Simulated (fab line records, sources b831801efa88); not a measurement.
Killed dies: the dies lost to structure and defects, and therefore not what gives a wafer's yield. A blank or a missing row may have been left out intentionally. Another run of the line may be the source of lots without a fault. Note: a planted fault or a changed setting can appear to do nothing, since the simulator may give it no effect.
Which of the tools did it? ; flow gf180mcu ; 6 lots, 18 wafers sampled, at 3 steps of a route of 602

## WHAT EACH GAUGE READ, for each wafer
GF_V1_THK_MEAS_01.
lot;measured;on;V1_CVD_00_THK (nm)
L404;day 18 13:50;film-metro-02;594 596 608
L406;day 19 07:04;film-metro-02;600 591 595
L409;day 20 01:23;film-metro-02;604 603 597
L417;day 23 04:43;film-metro-04;311 304 311
L422;day 24 10:21;film-metro-02;598 595 597
L425;day 25 06:15;film-metro-02;617 602 614

## EACH LOT AND THE TOOL THAT RAN IT (in order: tool; ch and the chambers of the sampled wafers; start)
lot;GF_CONTACT_ETCH_16;GF_V1_CVD_00
L404;rie-diel-03 ch 0,1,3, day 17 11:41;hdpcvd-02 ch 0,1,2, day 18 13:46
L406;rie-diel-02 ch 1,3, day 18 04:10;hdpcvd-02 ch 0,1, day 19 06:59
L409;rie-diel-04 ch 0,1,3, day 18 22:14;hdpcvd-02 ch 0,1,2, day 20 01:17
L417;rie-diel-04 ch 1,3, day 22 03:20;hdpcvd-01 ch 0,1,2, day 23 04:38
L422;rie-diel-03 ch 0,2, day 23 10:23;hdpcvd-02 ch 0,2, day 24 10:16
L425;rie-diel-03 ch 0,3, day 24 05:50;hdpcvd-01 ch 1,2, day 25 06:11
- GF_CONTACT_ETCH_16: etches BARC in N2/H2.
- GF_V1_CVD_00: deposits SiO2, target thk 600 nm, time 100 s.

## THE ANSWER, worked out from the rows above alone
Rule: usual is defined by the lots themselves. The widest of any qualifying gaps counts: lots, ordered by their means at a reading, are off when they make up no more than a third of the lots, leave a main group of 4 or more, and stand apart from it by 3 or more times the standard deviation of that group's means. If all means in a main group match to the digits the tables above print for the reading, that group is not used. Also off: a lot with no number at a reading for which 4 or more lots have one. Any other lot the step has rows for is counted as sound.
Off: at GF_V1_THK_MEAS_01 (V1_CVD_00_THK), L417. Main group: mean 601 nm, sd 5.5.
If a tool, at a process step before that reading, ran all the lots that are off and no sound lot after the first of them, it fits. Those tools and the gauges at GF_V1_THK_MEAS_01 are tried in the same way. Undecided on this evidence; 2 tools fit (rie-diel-04 at GF_CONTACT_ETCH_16, film-metro-04 at GF_V1_THK_MEAS_01).

## WHAT THE SIMULATOR HAD PUT IN
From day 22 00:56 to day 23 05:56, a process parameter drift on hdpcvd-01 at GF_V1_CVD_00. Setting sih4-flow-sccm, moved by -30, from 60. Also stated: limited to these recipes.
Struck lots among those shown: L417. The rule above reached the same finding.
